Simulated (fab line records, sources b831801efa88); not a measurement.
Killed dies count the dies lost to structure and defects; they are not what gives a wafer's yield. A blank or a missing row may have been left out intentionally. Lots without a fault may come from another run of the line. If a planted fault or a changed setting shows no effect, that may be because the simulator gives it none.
Chamber matching || flow gf180mcu || GF_CONTACT_CMP_27 on cmp-02 has 4 sister chambers
The step polishes, stops on SiO2, t overpolish 15 s, target thk 0 nm. 8 wafers are shown with their chamber, then 8 later ones without.

## WAFERS PAIRED WITH THEIR CHAMBERS
{"wafer": "L432.2", "chamber": 0, "motor-current-A (A)": 9.8, "time-to-endpoint-s (s)": 70.6}
{"wafer": "L432.5", "chamber": 0, "motor-current-A (A)": 9.9, "time-to-endpoint-s (s)": 70.1}
{"wafer": "L442.5", "chamber": 3, "motor-current-A (A)": 10.9, "time-to-endpoint-s (s)": 78.4}
{"wafer": "L442.6", "chamber": 2, "motor-current-A (A)": 11.3, "time-to-endpoint-s (s)": 78.0}
{"wafer": "L443.1", "chamber": 3, "motor-current-A (A)": 11.1, "time-to-endpoint-s (s)": 71.0}
{"wafer": "L443.5", "chamber": 1, "motor-current-A (A)": 9.4, "time-to-endpoint-s (s)": 72.3}
{"wafer": "L443.6", "chamber": 2, "motor-current-A (A)": 10.6, "time-to-endpoint-s (s)": 70.0}
{"wafer": "L445.1", "chamber": 1, "motor-current-A (A)": 9.5, "time-to-endpoint-s (s)": 75.7}

## WAFERS WITH NO CHAMBER GIVEN
{"wafer": "L445.2", "motor-current-A (A)": 9.7, "time-to-endpoint-s (s)": 75.8}
{"wafer": "L445.6", "motor-current-A (A)": 11.3, "time-to-endpoint-s (s)": 75.1}
{"wafer": "L448.1", "motor-current-A (A)": 11.4, "time-to-endpoint-s (s)": 70.8}
{"wafer": "L448.3", "motor-current-A (A)": 10.6, "time-to-endpoint-s (s)": 71.5}
{"wafer": "L448.6", "motor-current-A (A)": 9.2, "time-to-endpoint-s (s)": 73.4}
{"wafer": "L452.1", "motor-current-A (A)": 10.7, "time-to-endpoint-s (s)": 69.2}
{"wafer": "L452.2", "motor-current-A (A)": 9.5, "time-to-endpoint-s (s)": 71.7}
{"wafer": "L452.5", "motor-current-A (A)": 10.9, "time-to-endpoint-s (s)": 67.5}

## THE CHAMBER EACH PASSED THROUGH
{"wafer": "L445.2", "from the rows above": "can't be placed: 1 or 0", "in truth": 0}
{"wafer": "L445.6", "from the rows above": "can't be placed: 3 or 2", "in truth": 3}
{"wafer": "L448.1", "from the rows above": "can't be placed: 3 or 2", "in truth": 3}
{"wafer": "L448.3", "from the rows above": "can't be placed: 2 or 3 or 0", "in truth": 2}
{"wafer": "L448.6", "from the rows above": "can't be placed: 1 or 0", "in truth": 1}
{"wafer": "L452.1", "from the rows above": "can't be placed: 2 or 3 or 0", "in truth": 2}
{"wafer": "L452.2", "from the rows above": "can't be placed: 1 or 0", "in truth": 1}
{"wafer": "L452.5", "from the rows above": "can't be placed: 2 or 3", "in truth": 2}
0 of 8 placed correctly. These rows do not allow placing 8 (true chamber among the candidates in 8). Placed wrongly: 0.
How it was worked out, from the rows above alone: a wafer's distance from a chamber is the root of the sum, over the readings, of the square of ((its reading less the chamber's mean) divided by the reading's scatter). The wafer belongs to the nearest chamber; if the next one is less than 2 further off, it can't be placed. The mean given for a chamber averages the wafers shown for that chamber. The scatter: the root of (the sum of the squares of (reading less its chamber's mean) over the shown wafers, divided by (wafers less chambers)).
